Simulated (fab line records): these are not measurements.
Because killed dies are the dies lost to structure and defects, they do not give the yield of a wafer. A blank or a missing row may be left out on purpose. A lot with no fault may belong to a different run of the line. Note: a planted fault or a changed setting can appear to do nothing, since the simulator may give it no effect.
Which tool did it? ; flow gf180mcu ; 11 lots with 33 wafers sampled at 5 steps, on a route of 602 steps

## WHAT THE GAUGES SHOWED, per wafer
GF_STI_CD_MEAS_12 targets a cd of 220 nm. Usual: cd_nm at 219.9 nm, with a standard deviation of 1.5.
lot;measured;on;cd_nm (nm);flag
L781;day 2 06:50;cd_sem-01;219.7 219.8 219.0;
L782;day 2 13:57;cd_sem-02;219.7 219.5 220.5;
L783;day 2 15:52;cd_sem-02;219.5 219.2 219.8;
L785;day 3 05:44;cd_sem-01;219.3 217.5 217.9;
L786;day 3 11:07;cd_sem-02;217.5 217.6 218.8;
L787;day 3 17:22;cd_sem-02;221.9 220.2 221.2;
L791;day 4 10:20;cd_sem-01;218.5 219.0 218.4;
L792;day 4 15:22;cd_sem-01;222.2 222.2 222.2;
L795;day 5 06:28;cd_sem-01;222.6 220.9 220.4;
L801;day 6 13:41;cd_sem-01;219.1 219.5 219.7;
L802;day 6 19:16;cd_sem-01;222.5 220.5 220.8;

GF_NWELL_TW_MEAS_11. Usual: NWELL_TW 1573, standard deviation 14.
lot;measured;on;NWELL_TW;flag
L781;day 3 17:32;film_metro-01;1594 1596 1590;
L782;day 4 01:36;film_metro-03;1558 1559 1552;
L783;day 4 01:58;film_metro-01;1586 1591 1584;
L785;day 4 13:38;film_metro-01;1594 1588 1587;
L786;day 4 19:12;film_metro-02;1572 1556 1564;
L787;day 5 02:17;film_metro-01;1592 1592 1591;
L791;day 5 21:45;film_metro-03;1330 1323 1320;OFF
L792;day 6 02:56;film_metro-03;1554 1550 1551;
L795;day 6 18:47;film_metro-01;1334 1336 1340;OFF
L801;day 8 04:20;film_metro-03;1556 1566 1555;
L802;day 8 07:50;film_metro-03;1556 1553 1563;

GF_VT_IMPLANT_RS_MEAS_47: measurement is done with a four-point probe. Usual: NWELL_RS 488.3 ohm/sq, standard deviation 1.2.
lot;measured;on;NWELL_RS (ohm/sq);flag
L781;day 8 02:50;film_metro-01;488.1 487.9 489.0;
L782;day 8 12:12;film_metro-02;487.0 487.4 487.0;
L783;day 8 14:05;film_metro-01;490.1 489.5 491.6;
L785;day 9 01:33;film_metro-01;489.8 488.7 489.0;
L786;day 9 08:11;film_metro-01;488.4 487.8 488.2;
L787;day 9 17:44;film_metro-01;488.9 489.4 487.3;
L791;day 10 18:10;film_metro-01;679.7 682.2 680.6;OFF
L792;day 10 23:27;film_metro-01;489.9 488.6 490.1;
L795;day 11 20:04;film_metro-03;686.1 686.9 688.5;OFF
L801;day 13 13:35;film_metro-01;487.6 488.3 488.6;
L802;day 13 14:38;film_metro-02;488.4 487.1 487.4;

## WHAT TOOL EACH LOT RAN ON (gives the tool, then ch and the chambers of the sampled wafers, and finally the start)
lot;GF_NWELL_IMPLANT_08;GF_VT_IMPLANT_STRIP_20
L781;implanter-01 ch 0, day 3 17:09;plasma_asher-03 ch 0, day 6 18:11
L782;implanter-04 ch 0, day 4 01:14;plasma_asher-03 ch 0,1, day 7 03:29
L783;implanter-01 ch 0, day 4 01:36;plasma_asher-02 ch 0,1, day 7 05:10
L785;implanter-04 ch 0, day 4 13:15;plasma_asher-02 ch 0,1, day 7 16:53
L786;implanter-02 ch 0, day 4 18:48;plasma_asher-03 ch 0,1, day 7 23:14
L787;implanter-04 ch 0, day 5 01:50;plasma_asher-03 ch 0,1, day 8 07:45
L791;implanter-04 ch 0, day 5 21:21;plasma_asher-01 ch 0,1, day 9 06:21
L792;implanter-02 ch 0, day 6 02:32;plasma_asher-02 ch 0,1, day 9 11:54
L795;implanter-04 ch 0, day 6 18:23;plasma_asher-03 ch 0, day 10 06:30
L801;implanter-02 ch 0, day 8 03:56;plasma_asher-02 ch 0,1, day 11 21:56
L802;implanter-02 ch 0, day 8 07:26;plasma_asher-03 ch 0, day 11 22:56
- GF_NWELL_IMPLANT_08
- GF_VT_IMPLANT_STRIP_20: strips in O2/N2.

## AS READ BY THE TOOLS THEMSELVES (means over the sampled wafers that have a number; for cases with no such wafer, the mark the record gives instead)
GF_NWELL_IMPLANT_08. Usual: dose_ions_cm2 1.4997e+13, standard deviation 1.9e+10; faraday_current_uA 84.6, standard deviation 1.8.
lot;tool;dose_ions_cm2;faraday_current_uA;flag
L781;implanter-01;1.5008e+13;85.0;
L782;implanter-04;1.4975e+13;83.8;
L783;implanter-01;1.5000e+13;84.0;
L785;implanter-04;1.4982e+13;83.1;
L786;implanter-02;1.5016e+13;84.3;
L787;implanter-04;1.4991e+13;84.7;
L791;implanter-04;7.8773e+12;44.2;OFF
L792;implanter-02;1.5010e+13;85.3;
L795;implanter-04;7.8693e+12;44.2;OFF
L801;implanter-02;1.5012e+13;83.8;
L802;implanter-02;1.4985e+13;84.8;

GF_VT_IMPLANT_STRIP_20. Usual: drypump_motor_current_A 6.0 A, standard deviation 0.4; heater_power_w 318 W, standard deviation 21; n2_flow_sccm 300.3 sccm, standard deviation 0.95; oes_product_au 0.716 a.u., standard deviation 0.0048; strip_time_to_endpoint_s 12.66 s, standard deviation 0.038.
lot;tool;drypump_motor_current_A (A);heater_power_w (W);n2_flow_sccm (sccm);oes_product_au (a.u.);strip_time_to_endpoint_s (s);flag
L781;plasma_asher-03;6.6;287;300.2;0.716;12.63;
L782;plasma_asher-03;6.2;309;300.4;0.717;12.73;
L783;plasma_asher-02;6.1;327;300.0;0.721;12.69;
L785;plasma_asher-02;6.2;325;299.8;0.716;12.65;
L786;plasma_asher-03;5.9;331;299.8;0.719;12.62;
L787;plasma_asher-03;6.2;314;301.3;0.716;12.68;
L791;plasma_asher-01;5.7;306;301.3;0.716;12.69;
L792;plasma_asher-02;6.1;327;300.8;0.717;12.63;
L795;plasma_asher-03;6.6;288;299.4;0.713;12.70;
L801;plasma_asher-02;6.1;324;299.1;0.713;12.66;
L802;plasma_asher-03;6.6;292;299.8;0.712;12.74;

## THE ANSWER, worked out from the rows above alone
Rule: take the mean of a lot's wafers that have a number; if it is more than 3 standard deviations from the usual mean, the lot is off. Also off: a lot with no number at a reading for which 4 or more lots have one. All remaining lots with rows at the step are treated as sound. First the gauges in route order, then the tools' own readings, where a lot's mean is used as printed above. The first step at which some lot is off is used, and at that step the reading that is off furthest; a lot without a number counts as furthest.
Off: L791, L795, seen at GF_NWELL_TW_MEAS_11 (NWELL_TW).
If a tool, at a process step before that reading, ran all the lots that are off and no sound lot after the first of them, it fits. Not tried: the gauges at GF_NWELL_TW_MEAS_11; whatever is off there is also off at GF_NWELL_IMPLANT_08, on other tools, and gauge error can't account for it. One candidate fits, namely implanter-04 at GF_NWELL_IMPLANT_08. Its last sound lot is L787 (day 5 01:50), its first lot that is off L791 (day 5 21:21): a fault that began between those two fits.
The tool's own readings at GF_NWELL_IMPLANT_08 bear it out: on the lots that are off they differ by more than 5 times the standard deviation of the sound lots' means. dose_ions_cm2 reads 7.8733e+12 there against 1.4998e+13 on the sound lots; faraday_current_uA reads 44.2 there against 84.3 on the sound lots.

## WHAT THE SIMULATOR HAD INSERTED
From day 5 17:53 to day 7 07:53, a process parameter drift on implanter-04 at GF_NWELL_IMPLANT_08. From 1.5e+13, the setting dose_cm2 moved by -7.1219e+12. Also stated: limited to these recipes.
Shown lots that were struck: L791, L795. Same finding as the rule above.
